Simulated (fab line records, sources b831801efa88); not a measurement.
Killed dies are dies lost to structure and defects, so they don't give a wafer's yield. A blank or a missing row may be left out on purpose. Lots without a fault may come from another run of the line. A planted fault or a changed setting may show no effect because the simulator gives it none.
One fault seen from 2 desks | flow sky130 | each desk has only its own numbers; what lay behind them comes last

THE METROLOGY DESK
What the gauges read, lot by lot, whatever tool the lot ran on: means of the sampled wafers that have a number. A lot is out of limits, marked OUT, if its mean lies more than 4 standard deviations from the usual mean; the brackets give that distance.
Columns: A = CAP2M_TIN_THK at SKY_CAP2M_THK_MEAS_04, usual 202 nm
lot  | first seen here | A
L267 | day 40 06:51    | 198
L268 | day 40 07:58    | 199
L269 | day 40 08:38    | 198
L271 | day 41 04:53    | 206
L270 | day 41 06:16    | 202
L272 | day 41 15:05    | 201
L274 | day 41 23:54    | 200
L276 | day 42 09:43    | 201
L277 | day 42 13:23    | 204
L278 | day 42 22:26    | 201
L279 | day 43 07:25    | 206
L286 | day 45 03:24    | 202
This desk's finding: nothing out of limits on any of the 12 lots.

THE TOOL OWNER'S DESK: pvd_sputter-01
The tool's own readings at SKY_VIA4_SPUTTER_17 (material TiN, target thk 20 nm, time 80 s): means of the sampled wafers that have a number, for each lot that ran on this tool. A lot is out of limits, marked OUT, if its mean lies more than 4 standard deviations from the usual mean; the brackets give that distance.
Columns: A = chamber_pressure_pa at SKY_VIA4_SPUTTER_17, usual 5.000 Pa; B = throttle_valve_pct at SKY_VIA4_SPUTTER_17, usual 29.6 %
lot  | first seen here | A     | B
L267 | day 43 07:01    | 5.007 | 30.4
L269 | day 43 09:19    | 4.990 | 30.7
L271 | day 44 05:43    | 4.997 | 30.8
L277 | day 45 12:08    | 5.007 | 30.4
L286 | day 47 20:34    | 5.037 | 30.3
This desk's finding: nothing out of limits on any of the 5 lots.

PUT TOGETHER
The metrology desk saw nothing out of limits.
The tool owner's desk saw nothing out of limits.

WHAT THE SIMULATOR HAD PUT IN
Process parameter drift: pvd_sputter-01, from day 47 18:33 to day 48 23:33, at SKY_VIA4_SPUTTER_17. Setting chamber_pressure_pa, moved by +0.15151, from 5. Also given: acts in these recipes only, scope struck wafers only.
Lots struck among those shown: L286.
